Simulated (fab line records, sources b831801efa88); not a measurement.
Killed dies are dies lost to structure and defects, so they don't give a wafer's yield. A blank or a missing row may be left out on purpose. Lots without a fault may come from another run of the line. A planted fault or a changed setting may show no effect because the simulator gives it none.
A sampling plan put to the test | flow gf180mcu | one fab line, 11 faults that these records tell of, each judged on the records of the lots that it struck
The plan is the line's own looks: the steps of the route at which a gauge or an inspection reads the wafer and doesn't change it. A look can be judged if struck wafers have a number there and the file gives its usual mean and standard deviation on fault-free wafers. Caught: at a look after the fault's first step, the mean of the struck wafers lies 4 or more of those standard deviations (sigma) from the usual mean. On the tool: the same test on the tool's own readings at the fault's steps. Another recipe on the struck wafers, or a record that is blank for them alone, also counts as caught.

THE FAULTS, as the simulator had put them in
1. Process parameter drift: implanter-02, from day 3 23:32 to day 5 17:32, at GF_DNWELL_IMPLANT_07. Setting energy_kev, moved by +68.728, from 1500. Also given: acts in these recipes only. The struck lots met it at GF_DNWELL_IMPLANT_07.
2. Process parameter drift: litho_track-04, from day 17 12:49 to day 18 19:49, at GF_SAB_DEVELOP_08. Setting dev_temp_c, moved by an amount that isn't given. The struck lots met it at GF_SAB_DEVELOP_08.
3. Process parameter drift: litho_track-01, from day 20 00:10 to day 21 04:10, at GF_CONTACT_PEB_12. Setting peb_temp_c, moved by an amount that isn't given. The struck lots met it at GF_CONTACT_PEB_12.
4. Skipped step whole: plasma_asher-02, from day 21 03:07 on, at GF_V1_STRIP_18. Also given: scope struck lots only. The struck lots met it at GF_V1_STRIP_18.
5. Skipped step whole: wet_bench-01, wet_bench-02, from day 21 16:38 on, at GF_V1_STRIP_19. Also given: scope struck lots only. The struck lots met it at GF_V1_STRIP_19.
6. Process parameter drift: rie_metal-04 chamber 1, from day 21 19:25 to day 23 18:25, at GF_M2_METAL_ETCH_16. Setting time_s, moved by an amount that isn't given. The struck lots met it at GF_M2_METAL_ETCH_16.
7. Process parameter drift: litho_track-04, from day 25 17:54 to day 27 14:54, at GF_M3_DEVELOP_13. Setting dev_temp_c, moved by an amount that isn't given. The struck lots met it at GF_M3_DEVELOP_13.
8. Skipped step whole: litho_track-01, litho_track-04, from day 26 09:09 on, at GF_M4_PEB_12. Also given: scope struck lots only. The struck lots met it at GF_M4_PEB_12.
9. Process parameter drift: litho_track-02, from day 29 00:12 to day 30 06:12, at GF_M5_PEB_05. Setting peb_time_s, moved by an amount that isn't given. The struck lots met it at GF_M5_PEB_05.
10. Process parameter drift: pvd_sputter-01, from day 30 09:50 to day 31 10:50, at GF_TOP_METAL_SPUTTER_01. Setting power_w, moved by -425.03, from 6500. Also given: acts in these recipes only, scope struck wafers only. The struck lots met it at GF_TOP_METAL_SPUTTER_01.
11. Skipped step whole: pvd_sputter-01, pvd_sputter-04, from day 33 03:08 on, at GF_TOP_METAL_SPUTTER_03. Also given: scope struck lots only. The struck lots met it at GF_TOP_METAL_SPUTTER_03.

WHAT THE PLAN SAW
fault | on the tool itself                               | first look that catches it                      | reading, sigma                              | median hours from its first step to that look | hours from the fault's start to the first struck lot there | judged looks passed uncaught
1     | beam_energy_keV +99 or beyond sigma              | none of the 2 looks that can be judged after it | -                                           | -                                             | -                                                          | 2
2     | developer_temp_C +8.9 sigma                      | none of the 2 looks that can be judged after it | strongest: cd_nm at GF_SAB_CD_MEAS_09, +2.7 | -                                             | -                                                          | 2
3     | heater_power_total_W +14 sigma                   | no look after it can be judged                  | -                                           | -                                             | -                                                          | 0
4     | the tool's record is blank for the struck wafers | no look after it can be judged                  | -                                           | -                                             | -                                                          | 0
5     | the tool's record is blank for the struck wafers | no look after it can be judged                  | -                                           | -                                             | -                                                          | 0
6     | run_length_s +8.9 sigma                          | no look after it can be judged                  | -                                           | -                                             | -                                                          | 0
7     | developer_temp_C +8.4 sigma                      | no look after it can be judged                  | -                                           | -                                             | -                                                          | 0
8     | the tool's record is blank for the struck wafers | no look after it can be judged                  | -                                           | -                                             | -                                                          | 0
9     | heater_power_total_W +32 sigma                   | no look after it can be judged                  | -                                           | -                                             | -                                                          | 0
10    | cathode_dc_power_W -99 or beyond sigma           | no look after it can be judged                  | -                                           | -                                             | -                                                          | 0
11    | the tool's record is blank for the struck wafers | no look after it can be judged                  | -                                           | -                                             | -                                                          | 0
A dash: the fault isn't caught, or these records don't give the number.

Caught at a look: 0 of 11. Caught on the tool: 11 of 11. By one or the other: 11 of 11.
Caught on the tool alone: faults 1, 2, 3, 4, 5, 6, 7, 8, 9, 10, 11.
